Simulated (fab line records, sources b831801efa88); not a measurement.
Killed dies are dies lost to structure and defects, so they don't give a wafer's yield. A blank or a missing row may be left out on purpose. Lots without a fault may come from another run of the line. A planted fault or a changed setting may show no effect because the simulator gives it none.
A struck lot beside a sound one | flow sky130 | 43 steps out of a route of 708
Sound: wafers L216.1, L216.2, L216.4. Struck: wafers L226.1, L226.4, L226.6. The cause comes at the end.
At each step with rows: each side's tool, then ch and its chambers, then its first start. Under that, the readings that differ: sound wafers | struck wafers | difference of the means | sigmas: that difference in standard deviations of wafers without a fault.
alike: readings whose means differ by less than 2 such deviations, and words and numbers that are the same on both sides. not compared: withheld readings, readings that some wafer has no value for, bounds like >300 that may hide the same value, and numbers for which the record gives no deviation and whose values overlap.
The two part at a step that has a row with sigmas, a row that says differs or no value, or rows on one side only. Numbers that don't overlap but have no deviation are shown without sigmas and don't part them. A reading that every wafer of one side lacks parts them only if that side has two wafers or more.

SKY_LDD_HVN_OVL_MEAS_07:
  sound on overlay-01, day 21 20:45; struck on overlay-01, day 25 14:00
  alike: LDD_HVN_OVL
then, 1 step without rows for these wafers: SKY_LDD_HVN_IMPLANT_08.
SKY_LDD_HVN_STRIP_09: strips in O2/N2.
  sound on plasma_asher-03 ch 0,1, day 21 20:56; struck on plasma_asher-04 ch 0,1, day 25 14:11
  alike: drypump_motor_current_A, oes_product_au, strip_time_to_endpoint_s
  not compared: rf_hours_counter_h
SKY_LDD_HVN_TW_MEAS_10:
  sound on film_metro-04, day 21 21:02; struck on film_metro-01, day 25 14:17
  alike: LDD_HVN_TW
then, 7 steps without rows for these wafers: SKY_LDD_HVP_DEHYDRATE_00 (time 60 s); SKY_LDD_HVP_HMDS_01 (prime time 60 s); SKY_LDD_HVP_COAT_02 (resist thk 300 nm); SKY_LDD_HVP_SOFTBAKE_03 (time 60 s); SKY_LDD_HVP_EXPOSE_04 (exposes mask HVPTM, target cd 700 nm); SKY_LDD_HVP_PEB_05; SKY_LDD_HVP_DEVELOP_06 (develop time 60 s).
SKY_LDD_HVP_OVL_MEAS_07:
  sound on overlay-02, day 23 03:16; struck on overlay-02, day 26 18:45
  alike: LDD_HVP_OVL
SKY_LDD_HVP_IMPLANT_08:
  sound on implanter-02 ch 0, day 23 03:17; struck on implanter-04 ch 0, day 26 18:57
SKY_LDD_HVP_STRIP_09: strips in O2/N2.
  sound on plasma_asher-04 ch 0,1, day 23 03:26; struck on plasma_asher-04 ch 1, day 26 19:06
  alike: drypump_motor_current_A, oes_product_au, strip_time_to_endpoint_s
  not compared: rf_hours_counter_h
SKY_LDD_HVP_TW_MEAS_10:
  sound on film_metro-02, day 23 03:32; struck on film_metro-01, day 26 19:12
  reading    | sound             | struck            | difference | sigmas
  LDD_HVP_TW | 460.5 458.5 461.5 | 455.0 455.5 455.5 | -4.8       | -2
then, 7 steps without rows for these wafers: SKY_LDD_LDN_DEHYDRATE_00 (time 60 s); SKY_LDD_LDN_HMDS_01 (prime time 60 s); SKY_LDD_LDN_COAT_02 (resist thk 1140 nm); SKY_LDD_LDN_SOFTBAKE_03 (time 60 s); SKY_LDD_LDN_EXPOSE_04 (exposes mask LDNTM, target cd 700 nm); SKY_LDD_LDN_PEB_05; SKY_LDD_LDN_DEVELOP_06 (develop time 60 s).
SKY_LDD_LDN_OVL_MEAS_07:
  sound on overlay-01, day 24 09:19; struck on overlay-02, day 27 23:55
  alike: LDD_LDN_OVL
then, 4 steps without rows for these wafers: SKY_LDD_LDN_IMPLANT_08; SKY_LDD_LDN_IMPLANT_09; SKY_LDD_LDN_IMPLANT_10; SKY_LDD_LDN_IMPLANT_11.
SKY_LDD_LDN_STRIP_12: strips in O2/N2.
  sound on plasma_asher-01 ch 0,1, day 24 09:56; struck on plasma_asher-01 ch 0,1, day 28 00:32
  alike: drypump_motor_current_A, oes_product_au, strip_time_to_endpoint_s
  not compared: rf_hours_counter_h
SKY_LDD_LDN_TW_MEAS_13:
  sound on film_metro-04, day 24 10:02; struck on film_metro-04, day 28 00:38
  alike: LDD_LDN_TW
then, 2 steps without rows for these wafers: SKY_LDD_LDN_CLEAN_14 (cleans in SC1/SC2, time 150 s); SKY_SPACER_CVD_00 (deposits Si3N4 from DCS/NH3, target thk 43.1 nm, time 740 s).
SKY_SPACER_THK_MEAS_01:
  sound on film_metro-04, day 24 13:02; struck on film_metro-04, day 28 02:56
  alike: SPACER_CVD_00_THK
SKY_SPACER_ETCHBACK_02: etches Si3N4 in CH3F/O2, stops on SiO2, time 46.7 s, target depth 45 nm.
  sound on rie_diel-04 ch 1,2,3, day 24 13:06; struck on rie_diel-02 ch 0,1,3, day 28 02:59
  alike: drypump_motor_current_A, oes_product_au, throttle_valve_pct
  not compared: rf_hours_counter_h
then, 8 steps without rows for these wafers: SKY_POLY_CUT_DEHYDRATE_00 (time 60 s); SKY_POLY_CUT_HMDS_01 (prime time 60 s); SKY_POLY_CUT_COAT_02 (resist thk 60 nm); SKY_POLY_CUT_COAT_03 (resist thk 450 nm); SKY_POLY_CUT_SOFTBAKE_04 (time 90 s); SKY_POLY_CUT_EXPOSE_05 (exposes mask NPCM, target cd 270 nm); SKY_POLY_CUT_PEB_06; SKY_POLY_CUT_DEVELOP_07 (develop time 60 s).
SKY_POLY_CUT_CD_MEAS_08: target cd 270 nm.
  sound on cd_sem-01, day 25 18:54; struck on cd_sem-01, day 29 07:25
  alike: cd_nm
-- the record jumps here: 20 days lie between the struck wafers' starts before and after (it left off in module POLY_CUT and takes up again in module PAD_OPEN, whose first step shown is number 708 of the route) --
SKY_PAD_OPEN_PROBE_99:
  sound on prober-01, day 46 21:10; struck on prober-01, day 49 07:56
  reading                              | sound            | struck            | difference | sigmas
  model.etest.tip_p_5v.rs_ohm_sq_range | 43.85 93.96 63.6 | 302.1 289.4 312.7 | +234.3     |
  alike: killed_at_M0_to_M3, killed_at_M4_up, killed_at_contacts, killed_at_front_end, killed_at_other, killed_dies, killed_open, killed_short

WHERE THEY PART
Only at SKY_LDD_HVP_TW_MEAS_10, within this record. Later steps at which nothing parts them and some readings are alike: SKY_LDD_LDN_OVL_MEAS_07, SKY_LDD_LDN_STRIP_12, SKY_LDD_LDN_TW_MEAS_13, SKY_SPACER_THK_MEAS_01, SKY_SPACER_ETCHBACK_02, SKY_POLY_CUT_CD_MEAS_08, SKY_PAD_OPEN_PROBE_99.

WHY: what the simulator had put in
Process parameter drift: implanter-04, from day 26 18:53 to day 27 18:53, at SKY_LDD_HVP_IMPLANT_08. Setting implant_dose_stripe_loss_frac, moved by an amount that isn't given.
